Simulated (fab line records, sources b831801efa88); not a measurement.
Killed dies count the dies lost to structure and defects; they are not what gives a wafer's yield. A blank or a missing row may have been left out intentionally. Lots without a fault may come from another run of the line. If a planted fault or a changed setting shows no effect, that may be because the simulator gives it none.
Split-lot study + flow sfq_line + route with 325 steps; 5 lots, 23 wafers read

ABOUT THE SPLIT
At SFQ_TRILAYER_R5_DEP_SPUTTER_133 (material MoNx, target thk 40 nm, time 66.7 s), the setting time_s was moved away from the recipe's 66.7 s on 10 of the 23 wafers read, by -7.8% to +12.4%. The other wafers ran this setting at the recipe's value.

FROM THE SPLIT TO THE READING: what the file shows between them, 2 steps
- SFQ_TRILAYER_R5_DEP_SPUTTER_134: material Ti, target thk 5 nm, time 5 s
- SFQ_R5_RS_MEAS_933: measures by four-point-probe

THE READING
R5_MONX_THK, in nm, at SFQ_R5_THK_MEAS_934 (measures by xrf). On this fab line, fault-free wafers typically give 39.9 nm with a standard deviation of 0.49 nm.

| wafer  | tool, chamber at the split | time_s as run, s | against the recipe | R5_MONX_THK, nm | against lot-mates on the recipe |
|--------|----------------------------|------------------|--------------------|-----------------|---------------------------------|
| L074.1 | pvd_sputter-04, -          | 66.7             | recipe             | 40.0            | -                               |
| L074.2 | pvd_sputter-04, -          | 66.7             | recipe             | 40.7            | -                               |
| L074.6 | pvd_sputter-04, -          | 66.7             | recipe             | 40.4            | -                               |
| L075.1 | pvd_sputter-04, -          | 74.51            | +11.7%             | 44.6            | +5.0                            |
| L075.2 | pvd_sputter-04, -          | 74.51            | +11.7%             | 44.2            | +4.6                            |
| L075.3 | pvd_sputter-04, -          | 66.7             | recipe             | 39.3            | -                               |
| L075.5 | pvd_sputter-04, -          | 66.7             | recipe             | 39.6            | -                               |
| L075.6 | pvd_sputter-04, -          | 66.7             | recipe             | 40.0            | -                               |
| L077.1 | pvd_sputter-05, -          | 74.95            | +12.4%             | 44.8            | +5.2                            |
| L077.2 | pvd_sputter-05, -          | 66.7             | recipe             | 39.2            | -                               |
| L077.4 | pvd_sputter-05, -          | 66.7             | recipe             | 39.9            | -                               |
| L077.5 | pvd_sputter-05, -          | 74.95            | +12.4%             | 45.0            | +5.5                            |
| L077.6 | pvd_sputter-05, -          | 74.95            | +12.4%             | 45.5            | +6.0                            |
| L078.1 | pvd_sputter-04, -          | 66.7             | recipe             | 40.4            | -                               |
| L078.2 | pvd_sputter-04, -          | 62.22            | -6.7%              | 37.5            | -2.5                            |
| L078.3 | pvd_sputter-04, -          | 62.22            | -6.7%              | 37.0            | -3.0                            |
| L078.4 | pvd_sputter-04, -          | 66.7             | recipe             | 39.6            | -                               |
| L078.5 | pvd_sputter-04, -          | 62.22            | -6.7%              | 37.3            | -2.7                            |
| L080.1 | pvd_sputter-03, -          | 66.7             | recipe             | 38.8            | -                               |
| L080.2 | pvd_sputter-03, -          | 66.7             | recipe             | 39.4            | -                               |
| L080.4 | pvd_sputter-03, -          | 61.53            | -7.8%              | 36.1            | -3.0                            |
| L080.5 | pvd_sputter-03, -          | 66.7             | recipe             | 39.0            | -                               |
| L080.6 | pvd_sputter-03, -          | 61.53            | -7.8%              | 36.4            | -2.7                            |

THE FIT
A straight line over all 23 wafers: R5_MONX_THK changes by +0.416 nm for each +1% of time_s; r = +0.98; the points scatter about the line by 0.5 nm.
The same after taking each lot's own level away (the mean of its wafers on the recipe; 23 wafers): +0.419 nm for each +1%; r = +0.99; scatter 0.34 nm.
That fit puts the effect of the largest move of time_s on the reading at 5.2 nm.
From 39.07 to 40.37 nm: that is the span of the lots' own levels, equal to 2.7 times the standard deviation above.
Hence the lot-to-lot level has little effect on the slope; both slopes agree.
Check: +5.27 nm against its lot-mates is what the line predicts for one of the wafers moved furthest among these (+12.4%) when that wafer is left out of the fit. Against them it came out at +5.25 nm.

OTHER SPLITS APPLIED TO THESE WAFERS
Other splits were also applied to these wafers ahead of the reading. Each is held against what the fit with the lots' levels taken away leaves over:
| other split on the same wafers                   | wafers away from the commonest value | r with R5_MONX_THK (lot level and that fit taken away) |
|--------------------------------------------------|--------------------------------------|--------------------------------------------------------|
| SFQ_TRILAYER_M1_LITHO_PEB_042 peb_time_s         | 10                                   | +0.02                                                  |
| SFQ_TRILAYER_M2_LITHO_COAT_062 spin_rpm          | 4                                    | +0.00                                                  |
| SFQ_TRILAYER_M2_LITHO_COAT_057 spin_rpm          | 6                                    | -0.03                                                  |
| SFQ_TRILAYER_M2_LITHO_EXPOSE_058 dose_mj         | 9                                    | +0.10                                                  |
| SFQ_TRILAYER_M2_ETCH_METAL_ETCH_060 time_s       | 9                                    | -0.02                                                  |
| SFQ_TRILAYER_I3_VIA_LITHO_COAT_090 resist_thk_nm | 11                                   | +0.09                                                  |
| SFQ_TRILAYER_M4_LITHO_COAT_098 spin_rpm          | 4                                    | +0.26                                                  |
| SFQ_TRILAYER_R5_DEP_SPUTTER_132 time_s           | 4                                    | +0.42                                                  |

THE WHOLE CHAIN: every reading that the file lists as answering this split, in the file's order
| step                            | what it does                                 | reading                                                                                     | change (the file's fit)               | r (the file's) |
|---------------------------------|----------------------------------------------|---------------------------------------------------------------------------------------------|---------------------------------------|----------------|
| SFQ_TRILAYER_R5_DEP_SPUTTER_133 | material MoNx, target thk 40 nm, time 66.7 s | MoNx_of_TRILAYER_R5_DEP_SPUTTER_133.thk_nm (the simulator's own value, which no gauge read) | +0.417 nm for each +1% of the setting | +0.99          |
| SFQ_R5_RS_MEAS_933              | measures by four-point-probe                 | R5_MONX_RS                                                                                  | -0.0649 for each +1% of the setting   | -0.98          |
| SFQ_R5_THK_MEAS_934             | measures by xrf                              | R5_MONX_THK                                                                                 | +0.417 for each +1% of the setting    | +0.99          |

FILE'S OWN FIT
R5_MONX_THK changes by +0.417 nm for each +1% of time_s, r = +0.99.
